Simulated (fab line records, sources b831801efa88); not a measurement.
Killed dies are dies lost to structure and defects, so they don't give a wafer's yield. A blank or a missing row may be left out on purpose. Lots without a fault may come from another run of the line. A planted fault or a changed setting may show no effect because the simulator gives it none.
fab line records | flow sky130
record lots=6 wafers=18 last_day=50
route steps=708 shown VIA3@587 METAL4@598 PAD_OPEN@708
lots that met no fault: from a run of the same line without faults
start_h: hours from the record's first day to the start of the lot's first wafer shown | wait_h: hours since the lot's step before | " the same as in the row above | L1.1+2: a row that stands for several wafers | - no value, or no start given | * or withheld: withheld | < > ~ a bound
route shown NAME@n: a module of which the file shows steps, and the number in the route of the first | usual: mean/standard deviation of fault-free wafers | same: alike in all rows | chamber/n: place in a boat | sites: the reading at each site | _std_site: their standard deviation | _edge_site: outer sites' mean less inner sites' | radius_mm: how far each site lies from the wafer's centre | mask NAME#n: copy n | behind: the tool/chamber that last shaped the wafer | hold: why the lot was held/for how many hours/how that ended | device: the transistor (n, p or np) that didn't switch | end of line: the same wafers' tests at the end of the route | a step without rows: its recipe alone | killed: dies lost to structure and defects at the first sort, not the wafer's yield | map: a wafer's dies, x killed, . not, _ none there
set.NAME: the setting as run; set.NAME@STEP: as run at that earlier step | model.NAME: the simulator's own value behind a step, which no gauge read
lots at some steps of the route; a table a step, a row a wafer
services: from which hour (start_h, from the record's first day; less than 0 if before it) a tool's chamber was out of use, for how many hours, and why
## steps
# step SKY_VIA3_ETCH_14
# recipe chemistry=N2/H2 target=BARC ion_energy_ev=200 source_w=500 bias_w=100 pressure_mtorr=30 n2_flow_sccm=100 h2_flow_sccm=200 stop_on=SiO2 time_s=45.9 target_depth_a=600
# step SKY_VIA3_ETCH_15
# recipe target=SiO2 chemistry=C4F8/O2/Ar target_depth_nm=507 stop_on=TiN mask_material=KrF-thick source_w=1500 bias_w=1200 pressure_mtorr=40 c4f8_flow_sccm=withheld O2_flow_sccm=6 Ar_flow_sccm=300 time_s=78
# usual oes_product_au=0.935/0.0048
# columns lot.wafer tool chamber start_h wait_h oes_product_au rf_hours_counter_h
L796.1 rie_diel-04 1 921.97 0.0 0.939 18
L796.4 " 2 " " 0.937 -
L796.6 " 1 " " 0.933 -
L801.2 rie_diel-03 0 989.59 0.0 0.932 14
L801.4 " 2 " " 0.935 18
L801.5 " 2 " " 0.933 -
L808.1 rie_diel-03 3 1020.52 0.0 0.935 4
L808.4 " 1 " " 0.937 17
L808.5 " 2 " " 0.923 -
L810.2 rie_diel-04 3 1031.48 0.0 0.940 20
L810.3 " 2 " " 0.927 20
L810.4 " 1 " " 0.935 21
L817.2 rie_diel-01 0 1070.99 0.0 0.929 11
L817.3 " 3 " " 0.938 27
L817.5 " 1 " " 0.941 -
L818.4 rie_diel-01 0 1077.63 0.0 0.931 12
L818.5 " 0 " " 0.925 -
L818.6 " 3 " " 0.946 -
# step SKY_VIA3_STRIP_16
# recipe chemistry=O2/N2 power_w=1400 pressure_mtorr=1500 platen_temp_c=withheld o2_flow_sccm=3000 n2_flow_sccm=300 overash_fraction=0.5
# usual drypump_motor_current_A=5.6/0.49 o2_flow_sccm=2998/9.1 oes_product_au=0.403/0.0041 strip_time_to_endpoint_s=4.140/0.018
# columns lot.wafer tool chamber start_h wait_h drypump_motor_current_A o2_flow_sccm oes_product_au rf_hours_counter_h strip_time_to_endpoint_s
L796.1 plasma_asher-01 0 922.03 0.0 6.0 2991 0.400 16 4.132
L796.4 " 1 " " 5.0 2985 0.403 - 4.133
L796.6 " 0 " " 6.0 2995 0.402 - 4.143
L801.2 plasma_asher-04 0 989.65 0.0 5.7 2996 0.403 56 4.133
L801.4 " 0 " " 5.7 2988 0.406 - 4.143
L801.5 " 0 " " 5.7 2993 0.399 - 4.176
L808.1 plasma_asher-04 0 1020.58 0.0 5.7 3008 0.402 59 4.115
L808.4 " 1 " " 5.2 2998 0.403 - 4.135
L808.5 " 0 " " 5.7 3005 0.413 - 4.129
L810.2 plasma_asher-01 1 1031.54 0.0 5.0 2999 0.402 26 4.122
L810.3 " 0 " " 6.0 2996 0.409 - 4.145
L810.4 " 1 " " 5.0 3013 0.403 - 4.113
L817.2 plasma_asher-01 1 1071.05 0.0 5.0 2979 0.409 30 4.184
L817.3 " 1 " " 4.9 2990 0.406 - 4.159
L817.5 " 1 " " 4.9 2999 0.411 - 4.153
L818.4 plasma_asher-01 0 1077.72 0.1 6.0 2996 0.400 - 4.145
L818.5 " 1 " " 4.9 3003 0.409 - 4.130
L818.6 " 0 " " 6.0 2997 0.407 - 4.151
# step SKY_VIA3_STRIP_17
# recipe chemistry=post_etch_residue_remover time_s=1200 temp_c=72.5
# step SKY_VIA3_CLEAN_18
# recipe chemistry=IPA time_s=180 temp_c=25
# step SKY_VIA3_CLEAN_19
# recipe chemistry=O3/DIW dry=n2_spin
# step SKY_VIA3_SPUTTER_20
# recipe material=TiN target_thk_nm=20 chamber_pressure_pa=5 power_w=4000 time_s=80
# step SKY_VIA3_CVD_21
# recipe material=W target_thk_nm=390 time_s=117.31 temp_c=400 pressure_torr=40
# usual heater_power_w=873/120
# columns lot.wafer tool chamber start_h wait_h heater_power_w
L796.1 cvd_w-01 0 922.77 0.0 844
L796.4 " 1 " " 756
L796.6 " 1 " " 752
L801.2 cvd_w-02 0 990.31 0.0 784
L801.4 " 1 " " 1007
L801.5 " 0 " " 781
L808.1 cvd_w-01 0 1021.23 0.0 862
L808.4 " 1 " " 736
L808.5 " 1 " " 749
L810.2 cvd_w-02 0 1032.19 0.0 766
L810.3 " 0 " " 779
L810.4 " 1 " " 1025
L817.2 cvd_w-02 0 1071.71 0.0 799
L817.3 " 0 " " 803
L817.5 " 1 " " 1041
L818.4 cvd_w-02 0 1078.39 0.0 778
L818.5 " 1 " " 1041
L818.6 " 0 " " 765
# step SKY_VIA3_RS_MEAS_22
# recipe thk_meas_gauge=four-point-probe reads=W_of_VIA3_CVD_21+TiN_of_VIA3_SPUTTER_20
# usual VIA3_W_RS=0.294/0.0032
# columns lot.wafer tool chamber start_h wait_h VIA3_W_RS[ohm/sq]
L796.1 film_metro-04 - 922.89 0.1 0.294
L796.4 " - " " 0.298
L796.6 " - " " 0.296
L801.2 film_metro-02 - 990.45 0.1 0.294
L801.4 " - " " 0.297
L801.5 " - " " 0.291
L808.1 film_metro-01 - 1021.35 0.1 0.298
L808.4 " - " " 0.294
L808.5 " - " " 0.294
L810.2 film_metro-02 - 1032.34 0.1 0.289
L810.3 " - " " 0.290
L810.4 " - " " 0.295
L817.2 film_metro-02 - 1071.85 0.1 0.290
L817.3 " - " " 0.288
L817.5 " - " " 0.294
L818.4 film_metro-02 - 1078.53 0.1 0.291
L818.5 " - " " 0.294
L818.6 " - " " 0.288
# step SKY_VIA3_THK_MEAS_23
# recipe thk_meas_gauge=xrf reads=W_of_VIA3_CVD_21
# usual VIA3_W_THK=394/5
# columns lot.wafer tool chamber start_h wait_h VIA3_W_THK[nm]
L796.1 film_metro-04 - 923.01 0.1 396
L796.4 " - " " 389
L796.6 " - " " 390
L801.2 film_metro-02 - 990.56 0.1 396
L801.4 " - " " 393
L801.5 " - " " 401
L808.1 film_metro-01 - 1021.47 0.1 387
L808.4 " - " " 396
L808.5 " - " " 394
L810.2 film_metro-02 - 1032.45 0.1 401
L810.3 " - " " 397
L810.4 " - " " 389
L817.2 film_metro-02 - 1071.96 0.1 396
L817.3 " - " " 403
L817.5 " - " " 391
L818.4 film_metro-02 - 1078.62 0.1 396
L818.5 " - " " 393
L818.6 " - " " 397
# step SKY_VIA3_CMP_24
# recipe stop_on=SiO2 t_overpolish_s=20 down_force_psi=3.5 platen_rpm=60 target_thk_nm=0 pad_velocity_m_s=0.94248
# usual motor_current_A=10.2/0.99 overpolish_run_s=20.001/0.0085 time_to_endpoint_s=94/3
# columns lot.wafer tool chamber start_h wait_h motor_current_A overpolish_run_s time_to_endpoint_s
L796.4 cmp-02 0 923.12 0.1 9.3 19.999 94
L796.1 " 2 " " 10.9 20.019 96
L796.6 " 0 " " 9.9 19.999 96
L801.4 cmp-01 3 990.71 0.1 10.4 19.994 88
L801.2 " 0 " " 12.3 20.001 93
L801.5 " 1 " " 10.3 20.011 90
L808.4 cmp-01 0 1021.67 0.2 11.8 19.992 96
L808.1 " 2 " " 8.7 20.007 93
L808.5 " 0 " " 11.6 19.992 98
L810.2 cmp-01 2 1033.06 0.6 8.5 19.999 98
L810.3 " 0 " " 12.3 20.000 96
L810.4 " 1 " " 10.3 19.996 95
L817.2 cmp-01 0 1072.06 0.1 11.6 20.002 92
L817.3 " 1 " " 9.8 20.005 96
L817.5 " 3 " " 9.9 20.022 97
L818.4 cmp-01 2 1078.65 0.0 8.4 20.011 97
L818.6 " 2 " " 8.3 20.011 95
L818.5 " 3 " " 10.3 20.004 94
# step SKY_METAL4_SPUTTER_00
# recipe material=Ti target_thk_nm=15 power_w=3000 time_s=10 chamber_pressure_pa=0.4
# step SKY_METAL4_SPUTTER_01
# recipe material=TiN target_thk_nm=20 power_w=6500 time_s=16.7 chamber_pressure_pa=0.4
# usual throttle_valve_pct=29.7/1.1
# columns lot.wafer tool chamber start_h wait_h throttle_valve_pct model.TiN_of_METAL4_SPUTTER_01.thk_nm
L796.1 pvd_sputter-01 - 923.39 0.0 30.3 19.89
L796.4 " - " " 30.3 19.99
L796.6 " - " " 30.1 19.87
L801.2 pvd_sputter-01 - 990.93 0.0 30.6 20.26
L801.4 " - " " 30.2 20.19
L801.5 " - " " 29.1 20.13
L808.1 pvd_sputter-01 - 1021.99 0.0 30.3 18.74
L808.4 " - " " 30.2 19.69
L808.5 " - " " 30.5 18.89
L810.2 pvd_sputter-01 - 1033.38 0.0 30.5 19.48
L810.3 " - " " 30.4 20.22
L810.4 " - " " 29.3 20.25
L817.2 pvd_sputter-02 - 1072.33 0.0 29.9 19.94
L817.3 " - " " 30.0 20
L817.5 " - " " 32.1 20.33
L818.4 pvd_sputter-02 - 1078.98 0.0 31.6 20.5
L818.5 " - " " 30.0 20.4
L818.6 " - " " 30.1 20.3
# step SKY_METAL4_SPUTTER_02
# recipe material=AlCu target_thk_nm=735 power_w=10600 time_s=39.1 chamber_pressure_pa=0.3804
# usual throttle_valve_pct=29.7/1.1
# columns lot.wafer tool chamber start_h wait_h throttle_valve_pct
L796.1 pvd_sputter-01 - 923.42 0.0 30.6
L796.4 " - " " 30.4
L796.6 " - " " 30.3
L801.2 pvd_sputter-01 - 990.96 0.0 30.6
L801.4 " - " " 30.2
L801.5 " - " " 28.9
L808.1 pvd_sputter-01 - 1022.02 0.0 30.4
L808.4 " - " " 30.5
L808.5 " - " " 30.5
L810.2 pvd_sputter-01 - 1033.41 0.0 30.6
L810.3 " - " " 30.5
L810.4 " - " " 29.0
L817.2 pvd_sputter-02 - 1072.36 0.0 29.9
L817.3 " - " " 30.1
L817.5 " - " " 32.1
L818.4 pvd_sputter-02 - 1079.00 0.0 31.9
L818.5 " - " " 29.8
L818.6 " - " " 30.2
# step SKY_PAD_OPEN_PROBE_99
# usual defect_limited_yield=82.4/1.9 killed_at_M0_to_M3=44/7.2 killed_at_M4_up=3.2/1.8 killed_at_contacts=24/5.4 killed_at_front_end=15/4 killed_at_other=0.3/0.56 killed_dies=87/9.2 killed_open=47/7.3 killed_short=39/5.7 sort_bin_3_pad_short=0.9/0.45 sort_bin_5_function=10.6/1.5 sort_bin_6_memory=6.2/1.1 sort_n_pass=405/9.2 sort_yield_pct=82.4/1.9
# same gross_dies=492 killed_at_back_side=0 sort_bin_4_leakage[%]=0 sort_bin_8_speed[%]=0
# columns lot.wafer tool chamber start_h wait_h defect_limited_yield[%] killed_at_M0_to_M3 killed_at_M4_up killed_at_contacts killed_at_front_end killed_at_other killed_dies killed_open killed_short sort_bin_3_pad_short[%] sort_bin_5_function[%] sort_bin_6_memory[%] sort_n_pass sort_yield_pct[%]
L796.1 prober-01 - 1069.62 0.1 81.3 41 5 31 15 0 92 56 36 1.0 10.2 7.5 400 81.3
L796.4 prober-01 - 1069.77 0.2 85.4 31 3 27 11 0 72 44 28 0.4 11.0 3.3 420 85.4
L796.6 prober-01 - 1069.87 0.2 84.8 35 2 26 12 0 75 41 34 0.8 9.1 5.3 417 84.8
L808.1 prober-01 - 1152.51 0.1 86.0 37 3 17 12 0 69 40 28 0.2 8.7 5.1 423 86.0
L808.4 prober-01 - 1152.66 0.2 85.6 34 0 23 14 0 71 35 36 0.4 8.5 5.5 421 85.6
L808.5 prober-01 - 1152.71 0.2 80.5 54 2 27 13 0 96 55 41 0.8 11.4 7.3 396 80.5
# killed by level:class
L796.1 LI_CONTACT:geometric_particle:open=10 VIA1:geometric_particle:open=8 CONTACT:geometric_particle:open=8 LOCAL_INTERCONNECT:geometric_particle:short=7 VIA3:geometric_particle:open=7 METAL1:geometric_particle:short=6 METAL2:geometric_particle:short=5 SPACER:geometric_particle:open=4
L796.4 CONTACT:geometric_particle:open=13 VIA1:geometric_particle:open=12 CONTACT:geometric_particle:short=5 VIA3:geometric_particle:open=5 FIELD_ISO:geometric_particle:short=3 POLY_GATE:geometric_particle:open=3 LI_CONTACT:geometric_particle:open=3 VIA2:geometric_particle:short=3
L796.6 VIA3:geometric_particle:open=7 LI_CONTACT:geometric_particle:open=7 CONTACT:geometric_particle:open=7 LI_CONTACT:geometric_particle:short=6 VIA1:geometric_particle:open=6 METAL2:geometric_particle:short=5 VIA2:geometric_particle:open=5 VIA3:geometric_particle:short=5
L808.1 VIA1:geometric_particle:open=12 CONTACT:geometric_particle:short=5 VIA2:geometric_particle:open=5 LI_CONTACT:geometric_particle:open=4 LOCAL_INTERCONNECT:geometric_particle:short=4 CONTACT:geometric_particle:open=4 METAL2:geometric_particle:short=4 POLY_GATE:geometric_particle:open=3
L808.4 VIA1:geometric_particle:open=8 CONTACT:geometric_particle:open=7 FIELD_ISO:geometric_particle:short=6 LI_CONTACT:geometric_particle:open=6 LOCAL_INTERCONNECT:geometric_particle:short=5 METAL2:geometric_particle:short=5 VIA3:geometric_particle:open=5 CONTACT:geometric_particle:short=4
L808.5 VIA1:geometric_particle:open=12 CONTACT:geometric_particle:short=8 VIA3:geometric_particle:open=8 CONTACT:geometric_particle:open=8 VIA2:geometric_particle:open=8 METAL1:geometric_particle:short=7 VIA1:geometric_particle:short=6 LI_CONTACT:geometric_particle:open=5
## services
# columns tool chamber start_h hours kind
cvd_w-02 - 904.00 14.0 pm
rie_diel-03 0 907.70 4.6 repair
rie_diel-04 3 910.51 33.5 repair
rie_diel-01 3 911.58 3.2 repair
cmp-01 - 912.13 4.0 pm
rie_diel-01 - 916.71 4.3 pm
cvd_w-01 0 923.48 4.7 repair
pvd_sputter-01 - 927.30 2.9 repair
cmp-01 - 928.51 1.8 repair
rie_diel-01 1 944.63 5.4 repair
cmp-02 - 944.85 2.2 repair
cvd_w-01 1 956.15 1.9 repair
cmp-01 - 956.91 4.2 pm
cmp-01 - 965.56 3.6 repair
plasma_asher-01 - 986.18 2.8 pm
rie_diel-03 0 997.67 10.1 repair
cvd_w-01 - 999.65 6.0 pm
rie_diel-01 1 1004.25 10.0 repair
rie_diel-04 2 1010.83 4.7 repair
cmp-02 - 1019.46 16.0 pm
cmp-02 - 1035.44 6.1 pm
cmp-02 - 1057.79 0.3 repair
pvd_sputter-02 - 1060.02 3.7 repair
pvd_sputter-01 - 1074.98 2.1 repair
## key
first_sign none at tools or gauges
model_effect step=SKY_METAL4_SPUTTER_01 value=TiN_of_METAL4_SPUTTER_01.thk_nm without=19.8 struck=19.04
met_at SKY_METAL4_SPUTTER_01
struck_wafers L808.1,L808.5,L810.2
onset_between 990.93 1021.99
fault kind=process_parameter_drift tool=pvd_sputter-01 chamber=- onset_h=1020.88 steps=SKY_METAL4_SPUTTER_01 channel=time_s offset=* shape=step end_h=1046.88 acts_in=* stated=* scope=struck_wafers_only
